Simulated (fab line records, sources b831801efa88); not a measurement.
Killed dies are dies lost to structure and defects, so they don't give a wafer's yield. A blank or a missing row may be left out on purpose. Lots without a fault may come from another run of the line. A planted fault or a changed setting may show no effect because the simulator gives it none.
Problem report in the 8D (eight disciplines) form, filled by code | flow gf180mcu | the parts of the form that need people (team, actions taken, sign-off) are left out

1. THE PROBLEM
bias_w at GF_HV_LDD_ETCHBACK_58 reads a mean of 67.63 W on 2 wafers of 1 lot; wafers without a fault read 79.98 W with a standard deviation of 0.25. That is -49 standard deviations from the usual mean.
The step: etches Si3N4 in CH3F/O2, stops on SiO2, time 100 s, target depth 90 nm.
First seen on wafer L749.2, day 13 23:09, on rie_diel-03. The record holds 15 wafers of 5 lots with a number at this step. Rule for "out", or "out of limits": more than 4 standard deviations from the usual mean. The other wafers with a number count as sound.

2. WHAT IT IS AND WHAT IT IS NOT
question                    | is                | is not
which readings at this step | bias_w            | drypump_motor_current_A, oes_product_au, rf_fwd_power_W, throttle_valve_pct
which lots                  | L749              | L745, L746, L764, L768
which wafers of those lots  | L749.2, L749.6    | L749.1
read on which tools         | rie_diel-03       | rie_diel-01
when                        | from day 13 23:09 | up to then (7 sound wafers); but 6 sound wafers of L764, L768 came after

3. SUSPECTS, AND WHAT RULES EACH OUT
Counting: a tool at a process step up to the reading stays a suspect if it ran every lot that is out. Sound lots after the first of them don't rule it out here, since some wafers of a struck lot are sound.
- plasma_asher-02 at GF_HV_LDD_STRIP_49 (strips in O2/N2): kept. It ran the lot that is out, L749 (day 13 20:11).
- rtp_anneal-01 at GF_HV_LDD_RTA_52 (time 10 s): kept. It ran the lot that is out, L749 (day 13 20:24); its last sound lot up to then is L746 (day 12 23:07).
- rie_diel-03 at GF_HV_LDD_ETCHBACK_58 (etches Si3N4 in CH3F/O2, stops on SiO2, time 100 s, target depth 90 nm): kept. It ran the lot that is out, L749 (day 13 23:09); its last sound lot up to then is L745 (day 12 13:45). Its own readings are out on those wafers: bias_w.
- Within plasma_asher-02 at GF_HV_LDD_STRIP_49: the wafers that are out ran in chamber 1; their sound lot-mates ran in chamber 0.
- Within rie_diel-03 at GF_HV_LDD_ETCHBACK_58: the wafers that are out ran in chamber 0; their sound lot-mates ran in chamber 1.
Left after counting: plasma_asher-02 at GF_HV_LDD_STRIP_49, rtp_anneal-01 at GF_HV_LDD_RTA_52, rie_diel-03 at GF_HV_LDD_ETCHBACK_58.

4. THE CAUSE (what the simulator had put in)
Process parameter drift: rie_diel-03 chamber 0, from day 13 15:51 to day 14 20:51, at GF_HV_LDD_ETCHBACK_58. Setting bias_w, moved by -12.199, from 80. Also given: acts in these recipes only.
Counting left 3 suspects, and this tool is among them.

5. THE CHAIN OF EFFECTS, in route order
Each row: a reading whose mean over the struck wafers that have a number lies more than 3 standard deviations from the usual. Only readings for which the record gives a usual standard deviation are gone through. hours: the time from each lot's start at the first step in this table that gives one to its start at this step, as a median over the lots. sigmas: the change in usual standard deviations.
hours | step                  | reading | usual   | on struck wafers | change | sigmas
0     | GF_HV_LDD_ETCHBACK_58 | bias_w  | 79.98 W | 67.63            | -12.35 | -49
The process steps in it:
- GF_HV_LDD_ETCHBACK_58: etches Si3N4 in CH3F/O2, stops on SiO2, time 100 s, target depth 90 nm.
Later measuring or inspecting steps at which every struck wafer that the step has a row for has a number for every such reading, and none has moved that far: GF_NSD_CD_MEAS_07, GF_NSD_OVL_MEAS_08, GF_NSD_TW_MEAS_12, GF_PSD_CD_MEAS_07, GF_PSD_OVL_MEAS_08, GF_PSD_TW_MEAS_11.

6. WHAT WOULD HAVE CAUGHT IT SOONER
In this record the first reading out of limits was taken at day 13 23:09, 7 hours after the fault began at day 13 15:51.
